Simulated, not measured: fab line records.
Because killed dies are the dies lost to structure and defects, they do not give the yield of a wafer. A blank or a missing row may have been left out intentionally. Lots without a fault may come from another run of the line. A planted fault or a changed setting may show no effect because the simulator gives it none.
fab line records	flow gf180mcu
[record] lots = 24	wafers = 72	last_day = 34
route steps=602 shown V4@477 V5@566 TOP_METAL@569
lots with no fault: from the same line, run without faults
start_h: start of the lot's first displayed wafer, in hours after the record's first day	wait_h: how many hours have passed since the lot's step before this one	" unchanged from the row above	L1.1+2: a single row standing in for several wafers	- no value present, or no start provided	* or withheld: withheld	< > ~ a bound
route shown NAME@n: a module of which the file shows steps, and the number in the route of the first	usual: mean and standard deviation over wafers with no fault	same: alike in all rows	chamber/n: place in a boat	sites: each site's reading	_std_site: the values' standard deviation	_edge_site: mean of outer sites minus mean of inner sites	radius_mm: how far each site lies from the wafer's centre	mask NAME#n: copy n	behind: the tool/chamber that last shaped the wafer	hold: the reason the lot was held/the length of the hold in hours/how it ended	device: the transistor (n, p or np) that didn't switch	end of line: at the end of the route, the tests of the same wafers	for a step that has no rows: nothing shown but its recipe	killed: dies that structure and defects cost at the first sort, which is not the same as the wafer's yield	map: a wafer's dies, marking killed ones x, the rest . and places with no die _
set.NAME: the setting that was run; set.NAME@STEP: the one run at that earlier step	model.NAME: the simulator's own value behind a step, which no gauge read
steps of the route over a sample of lots; a table a step, a row a wafer
services: a tool's chamber out of use, with start hour (start_h, from the record's first day; less than 0 if before it), hours out, and reason
[[steps]]
[step GF_V4_THK_MEAS_01]
[recipe] reads = SiO2_of_V4_CVD_00
[usual] V4_CVD_00_THK = 597/8.4
lot.wafer	tool	chamber	start_h	wait_h	V4_CVD_00_THK[nm]
L074.3	film_metro-01	-	537.65	0.1	587
L074.5	"	-	"	"	590
L074.6	"	-	"	"	590
L075.1	film_metro-01	-	544.98	0.0	594
L075.5	"	-	"	"	598
L075.6	"	-	"	"	594
L076.3	film_metro-02	-	557.44	0.1	601
L076.5	"	-	"	"	598
L076.6	"	-	"	"	602
L077.2	film_metro-01	-	561.66	0.0	597
L077.3	"	-	"	"	591
L077.4	"	-	"	"	598
L078.3	film_metro-03	-	573.58	0.1	595
L078.4	"	-	"	"	597
L078.6	"	-	"	"	600
L079.2	film_metro-01	-	583.45	0.0	603
L079.4	"	-	"	"	604
L079.6	"	-	"	"	603
L080.2	film_metro-01	-	587.76	0.0	584
L080.3	"	-	"	"	591
L080.4	"	-	"	"	587
L081.2	film_metro-01	-	595.69	0.0	602
L081.3	"	-	"	"	610
L081.4	"	-	"	"	607
L082.3	film_metro-01	-	608.69	0.1	614
L082.4	"	-	"	"	608
L082.6	"	-	"	"	607
L083.1	film_metro-03	-	616.39	0.0	600
L083.4	"	-	"	"	612
L083.5	"	-	"	"	598
L084.3	film_metro-01	-	621.51	0.1	604
L084.5	"	-	"	"	606
L084.6	"	-	"	"	607
L085.1	film_metro-01	-	630.81	0.0	606
L085.2	"	-	"	"	609
L085.5	"	-	"	"	603
L086.4	film_metro-01	-	637.50	0.0	601
L086.5	"	-	"	"	608
L086.6	"	-	"	"	612
L087.1	film_metro-03	-	643.63	0.0	603
L087.2	"	-	"	"	593
L087.4	"	-	"	"	588
L089.2	film_metro-03	-	652.93	0.0	593
L089.4	"	-	"	"	595
L089.6	"	-	"	"	598
L088.2	film_metro-01	-	658.42	0.0	587
L088.3	"	-	"	"	588
L088.5	"	-	"	"	579
L090.1	film_metro-03	-	663.44	0.0	599
L090.4	"	-	"	"	606
L090.5	"	-	"	"	598
L091.1	film_metro-03	-	674.71	0.0	589
L091.2	"	-	"	"	597
L091.5	"	-	"	"	590
L092.2	film_metro-02	-	682.57	0.0	593
L092.4	"	-	"	"	596
L092.5	"	-	"	"	589
L093.2	film_metro-02	-	683.14	0.0	585
L093.3	"	-	"	"	593
L093.6	"	-	"	"	598
L094.2	film_metro-02	-	692.10	0.0	590
L094.5	"	-	"	"	586
L094.6	"	-	"	"	592
L095.1	film_metro-03	-	696.98	0.0	596
L095.4	"	-	"	"	601
L095.5	"	-	"	"	591
L097.1	film_metro-03	-	706.56	0.1	595
L097.5	"	-	"	"	595
L097.6	"	-	"	"	584
L096.1	film_metro-03	-	708.84	0.0	599
L096.2	"	-	"	"	590
L096.6	"	-	"	"	587
[step GF_V4_CMP_04]
[recipe] material = SiO2	down_force_psi = 4	platen_rpm = 60	pad_velocity_m_s = 0.94248
[usual] motor_current_A = 12.0/1.6	time_to_endpoint_s = 83/6.3
lot.wafer	tool	chamber	start_h	wait_h	motor_current_A	time_to_endpoint_s
L074.3	cmp-02	0	537.87	0.1	10.4	77
L074.6	"	3	"	"	10.1	82
L074.5	"	0	"	"	10.2	85
L075.1	cmp-02	1	545.27	0.1	12.3	83
L075.6	"	3	"	"	9.2	87
L075.5	"	0	"	"	11.4	84
L076.3	cmp-02	1	557.66	0.1	11.9	66
L076.6	"	0	"	"	10.7	87
L076.5	"	1	"	"	11.5	82
L077.3	cmp-01	3	561.84	0.0	14.0	92
L077.2	"	0	"	"	11.2	84
L077.4	"	1	"	"	9.9	89
L078.4	cmp-01	3	573.75	0.0	14.9	87
L078.3	"	2	"	"	13.8	78
L078.6	"	3	"	"	14.3	90
L079.4	cmp-01	2	583.63	0.0	13.3	82
L079.2	"	3	"	"	13.8	83
L079.6	"	3	"	"	13.7	94
L080.4	cmp-02	2	587.94	0.0	13.4	83
L080.2	"	3	"	"	9.6	80
L080.3	"	0	"	"	10.6	84
L081.3	cmp-01	2	595.87	0.0	13.6	67
L081.2	"	3	"	"	14.0	80
L081.4	"	1	"	"	10.1	84
L082.3	cmp-02	1	608.90	0.1	11.7	83
L082.4	"	2	"	"	12.9	73
L082.6	"	1	"	"	11.4	86
L083.4	cmp-01	3	616.75	0.2	14.3	99
L083.1	"	0	"	"	11.1	83
L083.5	"	0	"	"	10.8	87
L084.3	cmp-01	3	621.84	0.2	14.2	77
L084.6	"	1	"	"	10.5	80
L084.5	"	2	"	"	13.3	81
L085.1	cmp-01	3	631.05	0.1	13.5	87
L085.2	"	1	"	"	10.7	77
L085.5	"	2	"	"	13.6	80
L086.4	cmp-01	2	637.71	0.1	14.2	83
L086.5	"	1	"	"	10.3	91
L086.6	"	2	"	"	13.7	88
L087.1	cmp-02	3	643.87	0.1	9.5	82
L087.2	"	0	"	"	10.7	87
L087.4	"	1	"	"	11.9	82
L089.4	cmp-01	0	653.16	0.1	10.2	89
L089.2	"	2	"	"	13.0	75
L089.6	"	0	"	"	10.7	90
L088.3	cmp-01	3	658.60	0.0	13.8	85
L088.2	"	0	"	"	11.4	82
L088.5	"	3	"	"	13.7	94
L090.1	cmp-02	1	663.63	0.1	11.9	75
L090.4	"	2	"	"	13.3	81
L090.5	"	2	"	"	13.6	74
L091.1	cmp-02	0	674.90	0.1	10.8	85
L091.2	"	3	"	"	9.8	79
L091.5	"	1	"	"	12.0	81
L092.4	cmp-01	2	682.75	0.0	13.3	78
L092.2	"	1	"	"	10.7	74
L092.5	"	3	"	"	14.1	92
L093.2	cmp-02	1	683.42	0.1	11.8	78
L093.3	"	2	"	"	13.2	79
L093.6	"	3	"	"	10.0	84
L094.2	cmp-02	1	692.38	0.1	11.9	85
L094.5	"	3	"	"	10.2	92
L094.6	"	0	"	"	10.6	89
L095.4	cmp-01	2	697.17	0.0	14.0	70
L095.1	"	3	"	"	14.2	75
L095.5	"	2	"	"	13.5	78
L097.1	cmp-01	2	706.80	0.1	14.6	85
L097.5	"	1	"	"	11.0	86
L097.6	"	2	"	"	13.5	90
L096.1	cmp-01	3	709.03	0.1	13.7	82
L096.2	"	0	"	"	11.1	69
L096.6	"	0	"	"	10.2	80
[step GF_V4_ETCH_16]
[recipe] chemistry = N2/H2	target_depth_a = withheld	overetch_a = withheld	time_s = withheld	target = BARC	ion_energy_ev = 200	source_w = 500	bias_w = 100	pressure_mtorr = 30	n2_flow_sccm = 100	h2_flow_sccm = 200
[usual] drypump_motor_current_A = 5.7/0.3	oes_product_au = 0.854/0.0045	throttle_valve_pct = 13.224/0.0088
lot.wafer	tool	chamber	start_h	wait_h	drypump_motor_current_A	oes_product_au	throttle_valve_pct
L074.3	rie_diel-01	0	560.49	0.0	5.8	0.849	13.216
L074.5	"	3	"	"	5.5	0.857	13.218
L074.6	"	2	"	"	5.9	0.854	13.220
L075.1	rie_diel-02	0	567.64	0.0	5.5	0.844	13.218
L075.5	"	1	"	"	6.1	0.853	13.223
L075.6	"	2	"	"	4.8	0.855	13.222
L076.3	rie_diel-02	1	579.69	0.0	6.1	0.858	13.212
L076.5	"	3	"	"	5.8	0.857	13.213
L076.6	"	0	"	"	5.5	0.850	13.227
L077.2	rie_diel-01	0	583.79	0.0	5.9	0.853	13.229
L077.3	"	3	"	"	5.5	0.850	13.225
L077.4	"	2	"	"	5.9	0.852	13.233
L078.3	rie_diel-01	0	595.24	0.0	5.9	0.851	13.224
L078.4	"	2	"	"	5.9	0.850	13.216
L078.6	"	0	"	"	5.8	0.853	13.219
L079.2	rie_diel-01	2	605.64	0.0	5.9	0.854	13.232
L079.4	"	1	"	"	5.5	0.855	13.242
L079.6	"	3	"	"	5.5	0.854	13.217
L080.2	rie_diel-01	3	609.34	0.0	5.5	0.858	13.223
L080.3	"	2	"	"	5.9	0.845	13.214
L080.4	"	1	"	"	5.5	0.851	13.220
L081.2	rie_diel-03	2	616.62	0.0	5.9	0.855	13.218
L081.3	"	1	"	"	5.5	0.854	13.214
L081.4	"	3	"	"	5.5	0.845	13.227
L082.3	rie_diel-03	0	630.79	0.0	5.8	0.854	13.215
L082.4	"	1	"	"	5.5	0.864	13.233
L082.6	"	3	"	"	5.5	0.851	13.229
L083.1	rie_diel-02	3	637.49	0.0	5.8	0.849	13.232
L083.4	"	1	"	"	6.1	0.853	13.223
L083.5	"	1	"	"	6.1	0.851	13.225
L084.3	rie_diel-01	1	642.09	0.0	5.5	0.855	13.236
L084.5	"	1	"	"	5.5	0.860	13.232
L084.6	"	0	"	"	5.9	0.852	13.225
L085.1	rie_diel-03	2	651.22	0.0	5.9	0.851	13.222
L085.2	"	0	"	"	5.8	0.849	13.227
L085.5	"	1	"	"	5.5	0.854	13.223
L086.4	rie_diel-02	2	657.34	0.0	4.8	0.849	13.212
L086.5	"	1	"	"	6.2	0.849	13.230
L086.6	"	0	"	"	5.5	0.852	13.231
L087.1	rie_diel-01	1	663.67	0.0	5.5	0.858	13.240
L087.2	"	3	"	"	5.5	0.858	13.238
L087.4	"	3	"	"	5.5	0.855	13.231
L089.2	rie_diel-03	1	673.14	0.0	5.5	0.848	13.232
L089.4	"	0	"	"	5.8	0.858	13.249
L089.6	"	1	"	"	5.5	0.858	13.230
L088.2	rie_diel-01	1	678.59	0.0	5.5	0.852	13.242
L088.3	"	3	"	"	5.5	0.856	13.209
L088.5	"	1	"	"	5.4	0.849	13.208
L090.1	rie_diel-03	3	683.47	0.0	5.4	0.850	13.223
L090.4	"	2	"	"	5.9	0.849	13.204
L090.5	"	2	"	"	5.9	0.856	13.220
L091.1	rie_diel-03	3	694.52	0.0	5.5	0.855	13.232
L091.2	"	0	"	"	5.8	0.848	13.228
L091.5	"	2	"	"	5.9	0.858	13.225
L092.2	rie_diel-02	2	701.21	0.0	4.8	0.854	13.211
L092.4	"	1	"	"	6.1	0.855	13.216
L092.5	"	0	"	"	5.5	0.855	13.222
L093.2	rie_diel-03	3	702.19	0.0	5.5	0.851	13.231
L093.3	"	0	"	"	5.8	0.844	13.209
L093.6	"	3	"	"	5.5	0.849	13.217
L094.2	rie_diel-02	0	710.97	0.0	5.5	0.852	13.216
L094.5	"	1	"	"	6.1	0.861	13.214
L094.6	"	0	"	"	5.4	0.857	13.227
L095.1	rie_diel-01	3	715.79	0.0	5.5	0.846	13.213
L095.4	"	1	"	"	5.5	0.856	13.224
L095.5	"	2	"	"	5.9	0.849	13.210
L097.1	rie_diel-01	2	724.94	0.0	5.8	0.852	13.227
L097.5	"	0	"	"	5.9	0.861	13.226
L097.6	"	3	"	"	5.5	0.854	13.213
L096.1	rie_diel-03	1	726.89	0.0	5.4	0.853	13.225
L096.2	"	0	"	"	5.9	0.853	13.213
L096.6	"	2	"	"	5.9	0.860	13.237
[step GF_V5_CMP_26]
[recipe] stop_on = SiO2	down_force_psi = 3.5	platen_rpm = 60	t_overpolish_s = 15	target_thk_nm = 0	pad_velocity_m_s = 0.94248
[usual] motor_current_A = 10.8/1.5	overpolish_run_s = 14.998/0.011	time_to_endpoint_s = 86/4.1
lot.wafer	tool	chamber	start_h	wait_h	motor_current_A	overpolish_run_s	time_to_endpoint_s
L074.3	cmp-01	0	628.07	0.0	10.6	15.007	90
L074.6	"	0	"	"	10.0	14.993	90
L074.5	"	1	"	"	9.4	15.002	91
L075.1	cmp-02	3	635.20	0.1	9.2	15.000	88
L075.5	"	3	"	"	8.9	15.002	92
L075.6	"	0	"	"	9.9	14.990	88
L076.3	cmp-02	3	647.53	0.1	8.6	14.999	86
L076.6	"	2	"	"	12.0	14.982	83
L076.5	"	3	"	"	8.9	14.991	88
L077.2	cmp-01	3	650.42	0.0	12.6	14.991	92
L077.4	"	0	"	"	9.8	14.994	93
L077.3	"	1	"	"	9.9	15.011	91
L078.3	cmp-01	3	660.73	0.0	13.0	15.002	92
L078.4	"	2	"	"	12.7	14.995	84
L078.6	"	0	"	"	9.7	14.993	87
L079.2	cmp-02	0	670.25	0.0	9.4	15.007	87
L079.4	"	1	"	"	10.9	14.998	83
L079.6	"	0	"	"	9.4	15.006	90
L080.4	cmp-01	2	673.06	0.0	12.1	15.003	82
L080.3	"	3	"	"	13.6	15.012	90
L080.2	"	0	"	"	10.2	14.976	90
L081.4	cmp-02	2	680.99	0.1	12.7	15.010	78
L081.3	"	3	"	"	8.9	14.996	83
L081.2	"	0	"	"	9.3	15.000	87
L082.3	cmp-02	1	693.44	0.0	10.7	15.001	87
L082.4	"	0	"	"	10.0	15.002	89
L082.6	"	2	"	"	12.5	15.017	85
L083.1	cmp-02	2	700.06	0.1	12.5	15.000	84
L083.4	"	3	"	"	9.1	15.009	87
L083.5	"	3	"	"	9.1	14.996	90
L084.3	cmp-01	2	704.17	0.2	12.6	14.998	83
L084.6	"	3	"	"	13.2	15.000	87
L084.5	"	0	"	"	10.2	15.000	85
L085.1	cmp-01	0	712.71	0.3	10.0	14.999	87
L085.2	"	2	"	"	12.2	15.012	84
L085.5	"	0	"	"	9.9	15.000	87
L086.4	cmp-01	3	719.52	0.5	13.6	14.986	92
L086.6	"	1	"	"	9.2	14.997	86
L086.5	"	2	"	"	12.9	15.001	85
L087.4	cmp-01	1	724.35	0.0	9.2	15.027	85
L087.1	"	2	"	"	12.6	15.017	81
L087.2	"	3	"	"	12.6	14.989	89
L089.2	cmp-01	1	732.39	0.1	9.7	14.989	86
L089.4	"	0	"	"	9.8	15.002	85
L089.6	"	2	"	"	13.6	14.982	81
L088.2	cmp-02	1	740.32	2.8	10.2	15.004	85
L088.3	"	2	"	"	12.6	15.000	84
L088.5	"	0	"	"	9.7	15.002	88
L090.1	cmp-02	0	743.92	2.0	9.9	14.976	86
L090.4	"	2	"	"	12.0	15.004	85
L090.5	"	3	"	"	9.1	14.998	85
L091.2	cmp-02	1	751.20	0.0	10.9	15.006	83
L091.1	"	2	"	"	12.4	14.993	78
L091.5	"	1	"	"	11.1	14.984	83
L092.4	cmp-02	2	759.50	0.1	12.7	15.007	80
L092.2	"	3	"	"	9.1	14.977	81
L092.5	"	2	"	"	12.5	14.987	81
L093.3	cmp-01	1	759.99	0.1	9.7	15.008	89
L093.2	"	0	"	"	9.7	15.002	89
L093.6	"	2	"	"	11.9	14.989	85
L094.2	cmp-01	3	766.01	0.1	12.8	14.984	93
L094.5	"	1	"	"	9.6	14.997	87
L094.6	"	2	"	"	12.2	14.978	84
L095.4	cmp-02	0	770.05	0.0	9.6	15.017	86
L095.1	"	2	"	"	12.3	14.988	79
L095.5	"	1	"	"	10.8	14.998	81
L097.1	cmp-02	1	779.00	0.1	10.0	15.002	79
L097.5	"	0	"	"	9.9	14.993	86
L097.6	"	1	"	"	10.4	14.994	78
L096.2	cmp-01	1	780.69	0.1	9.8	15.007	93
L096.1	"	2	"	"	12.5	14.996	89
L096.6	"	0	"	"	9.3	14.996	94
[step GF_TOP_METAL_SPUTTER_02]
[recipe] material = AlCu	target_thk_nm = 900	power_w = 10600	chamber_pressure_pa = 0.3	substrate_temp_c = 250	gas = Ar	time_s = 47.82
[usual] throttle_valve_pct = 29.9/0.9
lot.wafer	tool	chamber	start_h	wait_h	throttle_valve_pct
L074.3	pvd_sputter-03	-	628.50	0.0	29.7
L074.5	"	-	"	"	30.6
L074.6	"	-	"	"	29.4
L075.1	pvd_sputter-01	-	635.63	0.0	31.0
L075.5	"	-	"	"	31.1
L075.6	"	-	"	"	30.7
L076.3	pvd_sputter-03	-	647.91	0.0	29.4
L076.5	"	-	"	"	29.5
L076.6	"	-	"	"	29.5
L077.2	pvd_sputter-01	-	650.85	0.0	31.1
L077.3	"	-	"	"	31.0
L077.4	"	-	"	"	30.6
L078.3	pvd_sputter-03	-	661.16	0.0	29.3
L078.4	"	-	"	"	30.2
L078.6	"	-	"	"	29.4
L079.2	pvd_sputter-02	-	670.69	0.0	29.5
L079.4	"	-	"	"	29.8
L079.6	"	-	"	"	29.1
L080.2	pvd_sputter-01	-	673.49	0.0	30.8
L080.3	"	-	"	"	30.7
L080.4	"	-	"	"	30.6
L081.2	pvd_sputter-03	-	681.37	0.0	30.7
L081.3	"	-	"	"	29.6
L081.4	"	-	"	"	29.5
L082.3	pvd_sputter-03	-	693.87	0.0	29.4
L082.4	"	-	"	"	30.9
L082.6	"	-	"	"	29.4
L083.1	pvd_sputter-03	-	700.49	0.0	29.3
L083.4	"	-	"	"	29.6
L083.5	"	-	"	"	30.4
L084.3	pvd_sputter-03	-	704.45	0.0	30.1
L084.5	"	-	"	"	30.4
L084.6	"	-	"	"	29.5
L085.1	pvd_sputter-03	-	713.09	0.0	29.6
L085.2	"	-	"	"	29.5
L085.5	"	-	"	"	30.8
L086.4	pvd_sputter-03	-	719.85	0.0	29.5
L086.5	"	-	"	"	30.2
L086.6	"	-	"	"	29.5
L087.1	pvd_sputter-03	-	724.78	0.0	30.0
L087.2	"	-	"	"	29.7
L087.4	"	-	"	"	29.4
L089.2	pvd_sputter-02	-	732.82	0.0	28.5
L089.4	"	-	"	"	28.9
L089.6	"	-	"	"	31.6
L088.2	pvd_sputter-02	-	740.70	0.0	28.8
L088.3	"	-	"	"	28.7
L088.5	"	-	"	"	28.9
L090.1	pvd_sputter-02	-	744.30	0.0	28.5
L090.4	"	-	"	"	28.7
L090.5	"	-	"	"	31.2
L091.1	pvd_sputter-02	-	751.63	0.0	31.7
L091.2	"	-	"	"	28.6
L091.5	"	-	"	"	28.7
L092.2	pvd_sputter-02	-	759.88	0.0	28.5
L092.4	"	-	"	"	31.5
L092.5	"	-	"	"	29.1
L093.2	pvd_sputter-02	-	760.42	0.0	29.0
L093.3	"	-	"	"	31.5
L093.6	"	-	"	"	31.5
L094.2	pvd_sputter-02	-	766.34	0.0	31.3
L094.5	"	-	"	"	29.0
L094.6	"	-	"	"	28.6
L095.1	pvd_sputter-03	-	770.48	0.0	30.2
L095.4	"	-	"	"	30.7
L095.5	"	-	"	"	29.5
L097.1	pvd_sputter-02	-	779.38	0.0	29.5
L097.5	"	-	"	"	28.8
L097.6	"	-	"	"	28.9
L096.1	pvd_sputter-02	-	781.07	0.0	29.9
L096.2	"	-	"	"	31.7
L096.6	"	-	"	"	28.5
[step GF_TOP_METAL_CD_MEAS_14]
[recipe] target_cd_nm = 440
[usual] cd_nm = 440.1/2.4
lot.wafer	tool	chamber	start_h	wait_h	cd_nm
L074.3	cd_sem-01	-	648.21	0.1	439.2
L074.5	"	-	"	"	439.1
L074.6	"	-	"	"	436.8
L075.1	cd_sem-01	-	655.58	0.1	437.2
L075.5	"	-	"	"	440.2
L075.6	"	-	"	"	437.5
L076.3	cd_sem-01	-	667.96	0.1	438.3
L076.5	"	-	"	"	437.4
L076.6	"	-	"	"	439.4
L077.2	cd_sem-01	-	670.14	0.1	439.6
L077.3	"	-	"	"	441.2
L077.4	"	-	"	"	439.3
L078.3	cd_sem-01	-	679.42	0.1	437.4
L078.4	"	-	"	"	437.8
L078.6	"	-	"	"	437.1
L079.2	cd_sem-02	-	689.25	0.1	441.2
L079.4	"	-	"	"	440.2
L079.6	"	-	"	"	442.4
L080.2	cd_sem-02	-	692.45	0.1	447.8
L080.3	"	-	"	"	444.7
L080.4	"	-	"	"	445.0
L081.2	cd_sem-01	-	700.60	0.1	437.1
L081.3	"	-	"	"	436.7
L081.4	"	-	"	"	438.9
L082.3	cd_sem-02	-	712.47	0.1	442.0
L082.4	"	-	"	"	440.6
L082.6	"	-	"	"	440.6
L083.1	cd_sem-02	-	718.72	0.1	439.3
L083.4	"	-	"	"	438.1
L083.5	"	-	"	"	439.3
L084.3	cd_sem-01	-	722.47	0.1	442.4
L084.5	"	-	"	"	444.0
L084.6	"	-	"	"	442.5
L085.1	cd_sem-01	-	729.93	0.1	441.1
L085.2	"	-	"	"	440.0
L085.5	"	-	"	"	443.1
L086.4	cd_sem-02	-	737.33	0.1	445.0
L086.5	"	-	"	"	446.0
L086.6	"	-	"	"	443.7
L087.1	cd_sem-02	-	741.98	0.1	440.8
L087.2	"	-	"	"	440.0
L087.4	"	-	"	"	436.1
L089.2	cd_sem-01	-	748.55	0.1	438.5
L089.4	"	-	"	"	436.6
L089.6	"	-	"	"	438.8
L088.2	cd_sem-01	-	757.00	0.1	437.9
L088.3	"	-	"	"	439.6
L088.5	"	-	"	"	438.0
L090.1	cd_sem-01	-	760.58	0.1	440.0
L090.4	"	-	"	"	439.8
L090.5	"	-	"	"	439.2
L091.1	cd_sem-02	-	767.48	0.1	438.6
L091.2	"	-	"	"	437.9
L091.5	"	-	"	"	438.2
L092.2	cd_sem-01	-	775.74	0.1	441.8
L092.4	"	-	"	"	439.8
L092.5	"	-	"	"	441.9
L093.2	cd_sem-02	-	776.15	0.1	440.7
L093.3	"	-	"	"	442.4
L093.6	"	-	"	"	438.7
L094.2	cd_sem-01	-	781.94	0.1	443.2
L094.5	"	-	"	"	439.6
L094.6	"	-	"	"	440.8
L095.1	cd_sem-02	-	786.02	0.1	441.7
L095.4	"	-	"	"	442.2
L095.5	"	-	"	"	440.2
L097.1	cd_sem-01	-	794.63	0.1	437.7
L097.5	"	-	"	"	440.0
L097.6	"	-	"	"	437.5
L096.1	cd_sem-01	-	796.53	0.1	437.8
L096.2	"	-	"	"	439.8
L096.6	"	-	"	"	436.3
[[services]]
tool	chamber	start_h	hours	kind
pvd_sputter-03	-	516.22	4.9	repair
cmp-02	-	558.85	7.6	repair
pvd_sputter-02	-	572.08	3.3	repair
cmp-01	-	575.56	2.0	repair
cmp-02	-	576.88	4.0	pm
pvd_sputter-02	-	589.13	4.5	repair
pvd_sputter-02	-	610.90	6.0	repair
rie_diel-01	-	611.26	0.3	repair
rie_diel-01	3	613.10	7.8	repair
cmp-02	-	614.46	3.8	pm
cmp-02	-	618.27	14.7	pm
pvd_sputter-03	-	634.79	1.3	repair
cmp-02	-	636.52	5.0	repair
cmp-01	-	693.28	0.9	repair
cmp-02	-	703.05	33.9	repair
rie_diel-01	1	704.10	7.6	repair
cmp-02	-	730.49	7.1	repair
pvd_sputter-02	-	730.77	1.9	repair
cmp-01	-	734.44	4.0	pm
cmp-01	-	738.44	5.9	pm
cmp-01	-	760.39	2.3	repair
cmp-01	-	770.24	2.7	pm
cmp-01	-	775.46	2.2	repair
pvd_sputter-03	-	777.64	4.2	repair
[[key]]
fault none
